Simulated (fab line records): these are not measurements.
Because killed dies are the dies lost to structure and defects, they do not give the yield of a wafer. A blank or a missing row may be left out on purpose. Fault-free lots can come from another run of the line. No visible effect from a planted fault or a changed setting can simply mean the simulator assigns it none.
Which tool did it? | flow sky130 | Sampling: 10 lots, 30 wafers, 4 of 708 route steps

WHAT THE GAUGES READ, wafer by wafer
SKY_METAL5_RS_MEAS_05: the measuring method here is four-point-probe.
lot  | measured     | on            | METAL5_ALCU_RS (ohm/sq)
L376 | day 44 03:25 | film_metro-04 | 0.02736 0.02725 0.02727
L377 | day 44 05:39 | film_metro-01 | 0.02695 0.02734 0.02735
L378 | day 44 17:23 | film_metro-03 | 0.02725 0.02708 0.02749
L381 | day 45 10:01 | film_metro-01 | 0.02713 0.0267 0.02716
L384 | day 45 23:58 | film_metro-04 | 0.02698 0.02721 0.02683
L391 | day 48 11:52 | film_metro-03 | 0.02711 0.0273 0.02706
L392 | day 48 13:35 | film_metro-04 | 0.02555 0.02565 0.02576
L394 | day 49 05:45 | film_metro-03 | 0.02633 0.02628 0.02659
L397 | day 49 09:55 | film_metro-03 | 0.027 0.02704 0.02724
L398 | day 49 14:56 | film_metro-01 | 0.02721 0.02718 0.02723

WHAT TOOL EACH LOT RAN ON (gives the tool, then ch and the chambers of the sampled wafers, and finally the start)
lot  | SKY_CAP2M_METAL_ETCH_13           | SKY_VIA4_CMP_21               | SKY_METAL5_SPUTTER_02
L376 | rie_metal-03 ch 0,1, day 42 00:21 | cmp-02 ch 0,3, day 44 02:57   | pvd_sputter-04, day 44 03:18
L377 | rie_metal-04 ch 1, day 42 02:51   | cmp-01 ch 2,3, day 44 05:14   | pvd_sputter-02, day 44 05:32
L378 | rie_metal-04 ch 0,1, day 42 14:05 | cmp-01 ch 2,3, day 44 16:58   | pvd_sputter-02, day 44 17:16
L381 | rie_metal-03 ch 0,1, day 43 07:56 | cmp-01 ch 0,1,3, day 45 09:40 | pvd_sputter-02, day 45 09:52
L384 | rie_metal-02 ch 0,1, day 43 22:50 | cmp-02 ch 2,3, day 45 23:32   | pvd_sputter-04, day 45 23:50
L391 | rie_metal-04 ch 0,1, day 46 14:15 | cmp-01 ch 1,3, day 48 11:25   | pvd_sputter-02, day 48 11:43
L392 | rie_metal-04 ch 0,1, day 46 16:05 | cmp-01 ch 0,1,3, day 48 13:08 | pvd_sputter-04, day 48 13:29
L394 | rie_metal-04 ch 0,1, day 47 11:39 | cmp-01 ch 0,1,3, day 49 05:17 | pvd_sputter-04, day 49 05:38
L397 | rie_metal-03 ch 0,1, day 47 15:35 | cmp-02 ch 0,1,3, day 49 09:32 | pvd_sputter-01, day 49 09:46
L398 | rie_metal-02 ch 0,1, day 47 20:10 | cmp-01 ch 1,2, day 49 14:28   | pvd_sputter-01, day 49 14:49
- SKY_CAP2M_METAL_ETCH_13: etches TiN in Cl2/BCl3, stops on SiO2, target depth 220 nm, time 62.9 s.
- SKY_VIA4_CMP_21: polishes, stops on SiO2, t overpolish 25 s, target thk 0 nm.
- SKY_METAL5_SPUTTER_02: material AlCu, target thk 1150 nm, time 61.2 s.

THE ANSWER, worked out from the rows above alone
Rule: the lots themselves supply what counts as usual. The widest of any qualifying gaps counts: lots, ordered by their means at a reading, are off when they make up no more than a third of the lots, leave a main group of 4 or more, and stand apart from it by 3 or more times the standard deviation of that group's means. A main group whose means are all the same, to the digits that the tables above print for the reading, isn't used. Also off: a lot with no number at a reading for which 4 or more lots have one. All remaining lots with rows at the step are treated as sound.
Off: at SKY_METAL5_RS_MEAS_05 (METAL5_ALCU_RS), L392, L394. Mean 0.02715 ohm/sq and standard deviation 0.00011 in the main group.
A tool fits if, at a process step before that reading, it ran every lot that is off, and no sound lot after the first of them. The gauges at SKY_METAL5_RS_MEAS_05 are tried like those tools. Can't be told from this: 2 tools fit, rie_metal-04 at SKY_CAP2M_METAL_ETCH_13, pvd_sputter-04 at SKY_METAL5_SPUTTER_02.

WHAT THE SIMULATOR HAD INSERTED
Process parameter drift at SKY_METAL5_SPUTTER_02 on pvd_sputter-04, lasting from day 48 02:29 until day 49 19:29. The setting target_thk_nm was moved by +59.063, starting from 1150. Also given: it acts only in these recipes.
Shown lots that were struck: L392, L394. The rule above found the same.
